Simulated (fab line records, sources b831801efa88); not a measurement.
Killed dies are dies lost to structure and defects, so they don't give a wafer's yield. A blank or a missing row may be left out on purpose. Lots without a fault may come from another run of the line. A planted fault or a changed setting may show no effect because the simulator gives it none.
Which tool did it? | flow gf180mcu | 13 lots, 39 wafers sampled, at 4 steps of a route of 602

WHAT THE GAUGES READ, wafer by wafer
GF_HV_LDD_OVL_MEAS_47.
lot  | measured     | on         | HV_LDD_03_OVL (nm)
L817 | day 12 19:48 | overlay-02 | -0.3 -2.7 -1.2
L818 | day 13 09:26 | overlay-01 | -1.2 -2.0 -0.5
L819 | day 14 01:25 | overlay-01 | -1.0 -0.3 -0.7
L820 | day 14 08:00 | overlay-02 | -3.5 -2.0 -3.2
L821 | day 14 20:32 | overlay-01 | -1.4 -2.6 -1.9
L826 | day 15 23:25 | overlay-02 | 1.1 -2.6 -2.0
L825 | day 16 03:53 | overlay-02 | 0.2 -0.2 2.1
L831 | day 18 04:34 | overlay-02 | -5.8 -2.4 -4.2
L833 | day 18 08:47 | overlay-02 | -1.4 -1.6 -4.2
L834 | day 18 23:46 | overlay-02 | -3.9 -2.5 -1.0
L835 | day 19 07:32 | overlay-01 | -0.8 -2.7 -2.6
L839 | day 20 11:05 | overlay-01 | -5.5 -3.1 -3.3
L838 | day 20 12:44 | overlay-02 | -2.2 -0.3 -1.5

GF_HV_LDD_TW_MEAS_50.
lot  | measured     | on            | HV_LDD_4_TW
L817 | day 12 20:05 | film_metro-04 | 567.9 567.5 566.9
L818 | day 13 09:44 | film_metro-04 | 570.6 570.3 570.7
L819 | day 14 01:42 | film_metro-01 | 564.8 567.7 566.9
L820 | day 14 08:17 | film_metro-01 | 569.6 569.1 566.3
L821 | day 14 20:49 | film_metro-01 | 561.9 567.9 566.5
L826 | day 15 23:42 | film_metro-04 | 567.2 565.1 565.4
L825 | day 16 04:11 | film_metro-01 | 565.0 562.9 565.3
L831 | day 18 04:51 | film_metro-01 | 571.3 570.4 568.3
L833 | day 18 09:04 | film_metro-02 | 545.3 545.8 543.7
L834 | day 19 00:04 | film_metro-01 | 568.8 571.1 571.2
L835 | day 19 07:50 | film_metro-02 | 550.1 547.4 547.4
L839 | day 20 11:22 | film_metro-01 | 569.3 566.8 567.3
L838 | day 20 13:02 | film_metro-04 | 567.4 567.6 568.4

WHICH TOOL RAN EACH LOT (tool, then ch and the chambers of the sampled wafers, then the start)
lot  | GF_HV_LDD_STRIP_22                   | GF_HV_LDD_IMPLANT_48
L817 | plasma_asher-03 ch 0,1, day 11 04:25 | implanter-04 ch 0, day 12 19:50
L818 | plasma_asher-02 ch 1, day 11 17:25   | implanter-04 ch 0, day 13 09:29
L819 | plasma_asher-02 ch 0,1, day 12 08:17 | implanter-03 ch 0, day 14 01:28
L820 | plasma_asher-04 ch 0,1, day 12 14:10 | implanter-02 ch 0, day 14 08:02
L821 | plasma_asher-04 ch 0,1, day 13 03:11 | implanter-02 ch 0, day 14 20:35
L826 | plasma_asher-04 ch 0,1, day 14 04:43 | implanter-02 ch 0, day 15 23:29
L825 | plasma_asher-02 ch 0,1, day 14 07:13 | implanter-02 ch 0, day 16 03:56
L831 | plasma_asher-03 ch 0,1, day 16 04:23 | implanter-04 ch 0, day 18 04:36
L833 | plasma_asher-04 ch 0,1, day 16 09:04 | implanter-04 ch 0, day 18 08:49
L834 | plasma_asher-02 ch 0,1, day 16 23:47 | implanter-03 ch 0, day 18 23:51
L835 | plasma_asher-02 ch 0,1, day 17 06:51 | implanter-04 ch 0, day 19 07:37
L839 | plasma_asher-02 ch 0,1, day 18 09:18 | implanter-03 ch 0, day 20 11:09
L838 | plasma_asher-03 ch 0,1, day 18 10:26 | implanter-02 ch 0, day 20 12:47
- GF_HV_LDD_STRIP_22: strips in O2/N2.
- GF_HV_LDD_IMPLANT_48

WHAT THE TOOLS THEMSELVES READ (means of the sampled wafers that have a number; where no wafer has one, the mark that the record gives instead)
GF_HV_LDD_STRIP_22.
lot  | tool            | drypump_motor_current_A (A) | heater_power_w (W) | oes_product_au (a.u.) | strip_time_to_endpoint_s (s)
L817 | plasma_asher-03 | 5.5                         | 306                | 0.719                 | 12.68
L818 | plasma_asher-02 | 6.5                         | 323                | 0.717                 | 12.64
L819 | plasma_asher-02 | 6.2                         | 327                | 0.720                 | 12.63
L820 | plasma_asher-04 | 6.1                         | 381                | 0.712                 | 12.64
L821 | plasma_asher-04 | 6.0                         | 382                | 0.715                 | 12.63
L826 | plasma_asher-04 | 6.0                         | 383                | 0.716                 | 12.65
L825 | plasma_asher-02 | 5.9                         | 328                | 0.716                 | 12.64
L831 | plasma_asher-03 | 5.6                         | 303                | 0.713                 | 12.57
L833 | plasma_asher-04 | 6.0                         | 376                | 0.716                 | 12.68
L834 | plasma_asher-02 | 5.9                         | 336                | 0.718                 | 12.63
L835 | plasma_asher-02 | 5.9                         | 333                | 0.716                 | 12.62
L839 | plasma_asher-02 | 6.1                         | 324                | 0.715                 | 12.59
L838 | plasma_asher-03 | 5.5                         | 305                | 0.719                 | 12.61

GF_HV_LDD_IMPLANT_48.
lot  | tool         | beam_energy_keV
L817 | implanter-04 | 25.000
L818 | implanter-04 | 25.006
L819 | implanter-03 | 24.993
L820 | implanter-02 | 25.003
L821 | implanter-02 | 24.992
L826 | implanter-02 | 24.998
L825 | implanter-02 | 24.991
L831 | implanter-04 | 25.003
L833 | implanter-04 | 20.294
L834 | implanter-03 | 24.997
L835 | implanter-04 | 20.298
L839 | implanter-03 | 24.988
L838 | implanter-02 | 24.995

THE ANSWER, worked out from the rows above alone
Rule: what is usual is taken from the lots themselves. Put in order of their means at a reading, lots are off if they are a third of the lots or fewer, leave a main group of 4 or more, and stand apart from it by a gap of 3 or more times the standard deviation of the main group's means; of several such gaps the widest counts. A main group whose means are all the same, to the digits that the tables above print for the reading, isn't used. A lot without any number at a reading at which 4 lots or more have one is off too. The other lots that the step has rows for count as sound. The gauges are gone through in route order, then the tools' own readings, and for those a lot's mean is taken as printed above. The first step at which some lot is off is used, and at that step the reading that is off furthest; a lot without a number counts as furthest.
Off: L833, L835, at GF_HV_LDD_TW_MEAS_50 (HV_LDD_4_TW). The main group: mean 567.7, standard deviation 1.9.
A tool fits if, at a process step before that reading, it ran every lot that is off, and no sound lot after the first of them. The gauges at GF_HV_LDD_TW_MEAS_50 aren't tried: what is off there is off at GF_HV_LDD_IMPLANT_48 too, on other tools, and a gauge's error can't cause that. One fits: implanter-04 at GF_HV_LDD_IMPLANT_48. Its last sound lot is L831 (day 18 04:36), its first lot that is off L833 (day 18 08:49): a fault that began between those two fits.
The tool's own readings at GF_HV_LDD_IMPLANT_48 bear it out: on the lots that are off they differ by more than 5 times the standard deviation of the sound lots' means. beam_energy_keV reads 20.296 there against 24.997 on the sound lots.

WHAT THE SIMULATOR HAD PUT IN
Process parameter drift: implanter-04, from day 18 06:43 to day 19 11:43, at GF_HV_LDD_IMPLANT_48. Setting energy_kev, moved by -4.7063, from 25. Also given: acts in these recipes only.
Lots struck among those shown: L833, L835. The rule above found the same.
